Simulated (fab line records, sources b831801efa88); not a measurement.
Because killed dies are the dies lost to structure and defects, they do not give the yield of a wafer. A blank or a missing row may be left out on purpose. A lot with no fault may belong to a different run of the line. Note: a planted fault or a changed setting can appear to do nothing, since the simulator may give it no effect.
fab line records | flow gf180mcu
record: lots: 14 | wafers: 42 | last_day: 34
route steps=602 shown STI@5 MVSD@74 POLY_GATE@158
lots that met no fault: taken from a fault-free run of the same line
start_h: hours from the record's first day to the start of the lot's first wafer shown | wait_h: time in hours since the lot's previous step | " identical to the entry in the row above | L1.1+2: a row that stands for several wafers | - either no value or no given start | * or withheld: withheld | < > ~ a bound
route shown NAME@n: names a module that has steps shown in the file, with the first one's number in the route | usual: average and standard deviation across the fault-free wafers | same: alike in all rows | chamber/n: place in a boat | sites: each site's reading | _std_site: the standard deviation of these | _edge_site: inner sites' mean taken away from outer sites' mean | radius_mm: how far each site lies from the wafer's centre | mask NAME#n: copy n | behind: the most recent tool/chamber to have shaped the wafer | hold: cause of the lot's hold/its duration in hours/its outcome | device: whichever transistor did not switch (one of n, p or np) | end of line: at the end of the route, the tests of the same wafers | where a step has no rows: the recipe by itself | killed: the dies lost at the first sort to structure and to defects; this is not the yield of the wafer | map: a wafer's dies, x killed, . not, _ none there
set.NAME: the run value of the setting; set.NAME@STEP: its run value at that earlier step | model.NAME: the simulator's own value behind a step, which no gauge read
the route's steps for a sample of lots (tables are steps, rows are wafers)
services: from which hour (start_h, from the record's first day; less than 0 if before it) a tool's chamber was out of use, for how many hours, and why
== steps ==
step: GF_STI_THK_MEAS_04
recipe: reads: Si3N4_of_STI_CVD_03
usual: STI_CVD_03_THK: 207.7/1.8
lot.wafer | tool          | chamber | start_h | wait_h | STI_CVD_03_THK[nm]
L991.1    | film_metro-02 | -       | 18.56   | 0.0    | 203.5
L991.2    | "             | -       | "       | "      | 205.2
L991.4    | "             | -       | "       | "      | 203.7
L992.2    | film_metro-04 | -       | 23.93   | 0.0    | 208.8
L992.5    | "             | -       | "       | "      | 210.0
L992.6    | "             | -       | "       | "      | 209.3
L994.2    | film_metro-02 | -       | 33.57   | 0.0    | 208.5
L994.5    | "             | -       | "       | "      | 207.7
L994.6    | "             | -       | "       | "      | 207.7
L995.1    | film_metro-02 | -       | 38.56   | 0.0    | 207.0
L995.3    | "             | -       | "       | "      | 206.8
L995.6    | "             | -       | "       | "      | 206.6
L997.2    | film_metro-02 | -       | 48.57   | 0.0    | 206.8
L997.3    | "             | -       | "       | "      | 205.3
L997.6    | "             | -       | "       | "      | 204.8
L998.3    | film_metro-01 | -       | 54.55   | 0.0    | 205.3
L998.4    | "             | -       | "       | "      | 207.0
L998.5    | "             | -       | "       | "      | 205.4
L999.3    | film_metro-02 | -       | 59.48   | 0.0    | 206.8
L999.5    | "             | -       | "       | "      | 207.9
L999.6    | "             | -       | "       | "      | 207.7
L100.2    | film_metro-02 | -       | 63.57   | 0.0    | 210.9
L100.3    | "             | -       | "       | "      | 210.9
L100.5    | "             | -       | "       | "      | 210.7
L106.1    | film_metro-04 | -       | 94.33   | 0.0    | 208.7
L106.3    | "             | -       | "       | "      | 209.1
L106.4    | "             | -       | "       | "      | 210.0
L107.3    | film_metro-04 | -       | 99.09   | 0.0    | 210.1
L107.4    | "             | -       | "       | "      | 210.8
L107.5    | "             | -       | "       | "      | 208.9
L108.2    | film_metro-01 | -       | 103.83  | 0.0    | 209.2
L108.3    | "             | -       | "       | "      | 209.8
L108.6    | "             | -       | "       | "      | 209.8
L109.3    | film_metro-04 | -       | 108.58  | 0.0    | 207.2
L109.4    | "             | -       | "       | "      | 207.4
L109.5    | "             | -       | "       | "      | 207.4
L110.2    | film_metro-04 | -       | 113.57  | 0.0    | 207.8
L110.3    | "             | -       | "       | "      | 209.7
L110.4    | "             | -       | "       | "      | 208.7
L113.2    | film_metro-04 | -       | 128.94  | 0.0    | 205.2
L113.4    | "             | -       | "       | "      | 209.1
L113.5    | "             | -       | "       | "      | 206.9
step: GF_STI_THK_MEAS_22
recipe: reads: SiO2_of_STI_OXIDATION_21
usual: STI_OXIDATION_01_THK: 14.92/0.26
lot.wafer | tool          | chamber | start_h | wait_h | STI_OXIDATION_01_THK[nm]
L991.1    | film_metro-04 | -       | 33.39   | 0.0    | 14.90
L991.2    | "             | -       | "       | "      | 15.00
L991.4    | "             | -       | "       | "      | 15.19
L992.2    | film_metro-02 | -       | 37.71   | 0.0    | 15.14
L992.5    | "             | -       | "       | "      | 15.14
L992.6    | "             | -       | "       | "      | 15.19
L994.2    | film_metro-02 | -       | 47.54   | 0.0    | 15.40
L994.5    | "             | -       | "       | "      | 15.13
L994.6    | "             | -       | "       | "      | 15.37
L995.1    | film_metro-01 | -       | 52.98   | 0.0    | 14.98
L995.3    | "             | -       | "       | "      | 14.86
L995.6    | "             | -       | "       | "      | 14.71
L997.2    | film_metro-02 | -       | 63.37   | 0.0    | 15.14
L997.3    | "             | -       | "       | "      | 15.12
L997.6    | "             | -       | "       | "      | 15.33
L998.3    | film_metro-01 | -       | 69.32   | 0.0    | 15.20
L998.4    | "             | -       | "       | "      | 14.97
L998.5    | "             | -       | "       | "      | 15.29
L999.3    | film_metro-01 | -       | 74.15   | 0.0    | 14.79
L999.5    | "             | -       | "       | "      | 15.16
L999.6    | "             | -       | "       | "      | 15.10
L100.2    | film_metro-01 | -       | 78.08   | 0.0    | 15.29
L100.3    | "             | -       | "       | "      | 15.05
L100.5    | "             | -       | "       | "      | 15.30
L106.1    | film_metro-01 | -       | 110.38  | 0.0    | 14.81
L106.3    | "             | -       | "       | "      | 14.78
L106.4    | "             | -       | "       | "      | 14.91
L107.3    | film_metro-02 | -       | 115.06  | 0.0    | 15.28
L107.4    | "             | -       | "       | "      | 15.39
L107.5    | "             | -       | "       | "      | 15.14
L108.2    | film_metro-02 | -       | 120.46  | 0.0    | 14.77
L108.3    | "             | -       | "       | "      | 14.83
L108.6    | "             | -       | "       | "      | 14.74
L109.3    | film_metro-01 | -       | 125.51  | 0.0    | 14.58
L109.4    | "             | -       | "       | "      | 14.61
L109.5    | "             | -       | "       | "      | 14.51
L110.2    | film_metro-04 | -       | 129.91  | 0.0    | 14.77
L110.3    | "             | -       | "       | "      | 14.96
L110.4    | "             | -       | "       | "      | 14.81
L113.2    | film_metro-02 | -       | 145.97  | 0.0    | 14.90
L113.4    | "             | -       | "       | "      | 14.66
L113.5    | "             | -       | "       | "      | 14.57
step: GF_MVSD_IMPLANT_08
recipe: species: P | energy_kev: 400 | dose_cm2: 1.6e+13 | tilt_deg: 0
usual: beam_energy_keV: 400.02/0.12
same: implant_ion_amu: 31
lot.wafer | tool         | chamber | start_h | wait_h | beam_energy_keV
L991.1    | implanter-01 | 0       | 87.61   | 0.0    | 399.99
L991.2    | "            | 0       | "       | "      | 400.10
L991.4    | "            | 0       | "       | "      | 399.99
L992.2    | implanter-04 | 0       | 93.29   | 0.0    | 400.07
L992.5    | "            | 0       | "       | "      | 400.04
L992.6    | "            | 0       | "       | "      | 400.04
L994.2    | implanter-01 | 0       | 105.79  | 0.0    | 400.16
L994.5    | "            | 0       | "       | "      | 400.03
L994.6    | "            | 0       | "       | "      | 399.97
L995.1    | implanter-01 | 0       | 110.96  | 0.0    | 399.91
L995.3    | "            | 0       | "       | "      | 400.08
L995.6    | "            | 0       | "       | "      | 400.05
L997.2    | implanter-01 | 0       | 123.79  | 0.0    | 400.08
L997.3    | "            | 0       | "       | "      | 400.11
L997.6    | "            | 0       | "       | "      | 400.05
L998.3    | implanter-01 | 0       | 129.76  | 0.1    | 400.00
L998.4    | "            | 0       | "       | "      | 399.87
L998.5    | "            | 0       | "       | "      | 399.69
L999.3    | implanter-01 | 0       | 132.86  | 0.1    | 399.94
L999.5    | "            | 0       | "       | "      | 400.17
L999.6    | "            | 0       | "       | "      | 400.13
L100.2    | implanter-04 | 0       | 140.24  | 0.0    | 400.14
L100.3    | "            | 0       | "       | "      | 400.10
L100.5    | "            | 0       | "       | "      | 399.85
L106.1    | implanter-01 | 0       | 174.95  | 0.0    | 467.92
L106.3    | "            | 0       | "       | "      | 467.85
L106.4    | "            | 0       | "       | "      | 467.94
L107.3    | implanter-01 | 0       | 181.11  | 0.1    | 467.74
L107.4    | "            | 0       | "       | "      | 467.76
L107.5    | "            | 0       | "       | "      | 467.86
L108.2    | implanter-01 | 0       | 187.29  | 0.0    | 468.06
L108.3    | "            | 0       | "       | "      | 468.10
L108.6    | "            | 0       | "       | "      | 468.06
L109.3    | implanter-04 | 0       | 192.70  | 0.1    | 400.10
L109.4    | "            | 0       | "       | "      | 400.07
L109.5    | "            | 0       | "       | "      | 399.92
L110.2    | implanter-04 | 0       | 199.74  | 0.0    | 399.97
L110.3    | "            | 0       | "       | "      | 400.02
L110.4    | "            | 0       | "       | "      | 399.86
L113.2    | implanter-03 | 0       | 217.38  | 0.0    | 399.94
L113.4    | "            | 0       | "       | "      | 399.88
L113.5    | "            | 0       | "       | "      | 400.04
step: GF_VT_IMPLANT_RS_MEAS_46
recipe: thk_meas_gauge: four-point-probe
usual: MVSD_RS: 457.0/1.2
lot.wafer | tool          | chamber | start_h | wait_h | MVSD_RS[ohm/sq]
L991.1    | film_metro-03 | -       | 163.81  | 0.1    | 458.7
L991.2    | "             | -       | "       | "      | 458.5
L991.4    | "             | -       | "       | "      | 458.8
L992.2    | film_metro-01 | -       | 169.64  | 0.1    | 457.7
L992.5    | "             | -       | "       | "      | 456.5
L992.6    | "             | -       | "       | "      | 457.1
L994.2    | film_metro-04 | -       | 183.99  | 0.1    | 457.2
L994.5    | "             | -       | "       | "      | 456.2
L994.6    | "             | -       | "       | "      | 457.0
L995.1    | film_metro-01 | -       | 190.71  | 0.1    | 456.3
L995.3    | "             | -       | "       | "      | 455.8
L995.6    | "             | -       | "       | "      | 455.9
L997.2    | film_metro-03 | -       | 205.48  | 0.1    | 458.0
L997.3    | "             | -       | "       | "      | 459.1
L997.6    | "             | -       | "       | "      | 458.6
L998.3    | film_metro-03 | -       | 210.45  | 0.1    | 457.0
L998.4    | "             | -       | "       | "      | 457.0
L998.5    | "             | -       | "       | "      | 456.6
L999.3    | film_metro-03 | -       | 217.71  | 0.1    | 459.3
L999.5    | "             | -       | "       | "      | 458.6
L999.6    | "             | -       | "       | "      | 457.7
L100.2    | film_metro-04 | -       | 225.12  | 0.1    | 456.4
L100.3    | "             | -       | "       | "      | 456.0
L100.5    | "             | -       | "       | "      | 456.1
L106.1    | film_metro-03 | -       | 265.32  | 0.1    | 441.8
L106.3    | "             | -       | "       | "      | 443.0
L106.4    | "             | -       | "       | "      | 444.1
L107.3    | film_metro-01 | -       | 272.79  | 0.1    | 444.2
L107.4    | "             | -       | "       | "      | 444.8
L107.5    | "             | -       | "       | "      | 443.7
L108.2    | film_metro-04 | -       | 278.58  | 0.1    | 443.6
L108.3    | "             | -       | "       | "      | 442.7
L108.6    | "             | -       | "       | "      | 444.0
L109.3    | film_metro-04 | -       | 286.66  | 0.1    | 455.7
L109.4    | "             | -       | "       | "      | 454.7
L109.5    | "             | -       | "       | "      | 453.9
L110.2    | film_metro-01 | -       | 294.77  | 0.1    | 457.3
L110.3    | "             | -       | "       | "      | 456.5
L110.4    | "             | -       | "       | "      | 457.1
L113.2    | film_metro-04 | -       | 313.19  | 0.1    | 457.4
L113.4    | "             | -       | "       | "      | 457.1
L113.5    | "             | -       | "       | "      | 456.1
step: GF_POLY_GATE_THK_MEAS_01
recipe: reads: poly-Si_of_POLY_GATE_CVD_00
usual: POLY_GATE_CVD_00_THK: 200.2/1.8
lot.wafer | tool          | chamber | start_h | wait_h | POLY_GATE_CVD_00_THK[nm]
L991.1    | film_metro-02 | -       | 185.92  | 0.0    | 197.4
L991.2    | "             | -       | "       | "      | 200.1
L991.4    | "             | -       | "       | "      | 199.7
L992.2    | film_metro-02 | -       | 191.20  | 0.0    | 198.8
L992.5    | "             | -       | "       | "      | 197.6
L992.6    | "             | -       | "       | "      | 197.6
L994.2    | film_metro-02 | -       | 207.13  | 0.0    | 199.4
L994.5    | "             | -       | "       | "      | 201.3
L994.6    | "             | -       | "       | "      | 199.5
L995.1    | film_metro-03 | -       | 214.47  | 0.0    | 197.5
L995.3    | "             | -       | "       | "      | 197.3
L995.6    | "             | -       | "       | "      | 197.9
L997.2    | film_metro-03 | -       | 229.57  | 0.0    | 199.0
L997.3    | "             | -       | "       | "      | 198.6
L997.6    | "             | -       | "       | "      | 199.6
L998.3    | film_metro-04 | -       | 234.42  | 0.0    | 199.6
L998.4    | "             | -       | "       | "      | 199.8
L998.5    | "             | -       | "       | "      | 199.6
L999.3    | film_metro-02 | -       | 242.20  | 0.0    | 202.1
L999.5    | "             | -       | "       | "      | 202.5
L999.6    | "             | -       | "       | "      | 203.2
L100.2    | film_metro-03 | -       | 252.88  | 0.0    | 198.7
L100.3    | "             | -       | "       | "      | 198.3
L100.5    | "             | -       | "       | "      | 197.2
L106.1    | film_metro-02 | -       | 291.01  | 0.0    | 198.4
L106.3    | "             | -       | "       | "      | 198.1
L106.4    | "             | -       | "       | "      | 196.6
L107.3    | film_metro-02 | -       | 296.79  | 0.0    | 200.6
L107.4    | "             | -       | "       | "      | 201.0
L107.5    | "             | -       | "       | "      | 198.0
L108.2    | film_metro-04 | -       | 303.86  | 0.0    | 195.9
L108.3    | "             | -       | "       | "      | 200.7
L108.6    | "             | -       | "       | "      | 197.4
L109.3    | film_metro-03 | -       | 313.03  | 0.0    | 198.9
L109.4    | "             | -       | "       | "      | 199.2
L109.5    | "             | -       | "       | "      | 199.3
L110.2    | film_metro-02 | -       | 321.02  | 0.0    | 200.5
L110.3    | "             | -       | "       | "      | 200.0
L110.4    | "             | -       | "       | "      | 200.8
L113.2    | film_metro-04 | -       | 339.53  | 0.0    | 201.4
L113.4    | "             | -       | "       | "      | 200.7
L113.5    | "             | -       | "       | "      | 201.9
== services ==
tool         | chamber | start_h | hours | kind
implanter-01 | -       | 95.72   | 3.7   | repair
implanter-01 | -       | 100.10  | 3.5   | repair
implanter-03 | -       | 124.29  | 3.1   | pm
implanter-03 | -       | 133.00  | 3.3   | repair
implanter-03 | -       | 159.52  | 1.3   | repair
implanter-04 | -       | 178.57  | 3.2   | pm
implanter-03 | -       | 198.65  | 2.5   | repair
implanter-03 | -       | 201.52  | 2.8   | repair
implanter-03 | -       | 211.25  | 3.8   | repair
implanter-01 | -       | 215.51  | 22.5  | pm
implanter-04 | -       | 216.18  | 1.6   | repair
== key ==
first_sign: step: GF_MVSD_IMPLANT_08 | reading: beam_energy_keV | direction: up | sigmas: 99+ | usual: 400.02 | struck: 467.92
effect: step: GF_VT_IMPLANT_RS_MEAS_46 | reading: MVSD_RS | direction: down | sigmas: 11 | usual: 457.0 | struck: 443.5
met_at GF_MVSD_IMPLANT_08
struck_lots L106,L107,L108
tester_left_out L106,L107,L108
not_acting_at GF_STI_THK_MEAS_04,GF_STI_THK_MEAS_22,GF_POLY_GATE_THK_MEAS_01
onset_between 132.86 174.95
fault: kind: process_parameter_drift | tool: implanter-01 | chamber: - | onset_h: 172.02 | steps: GF_MVSD_IMPLANT_08 | channel: energy_kev | offset: 67.9 | shape: step | end_h: 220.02 | acts_in: these_recipes_only | stated: 400
tester_left_out: of these lots the tester's yield and bins aren't shown, on N5 and GAA mostly nor the transistor test; their killed dies are dies lost to structure and defects alone, not to doping, threshold or leakage, so they don't give the yield
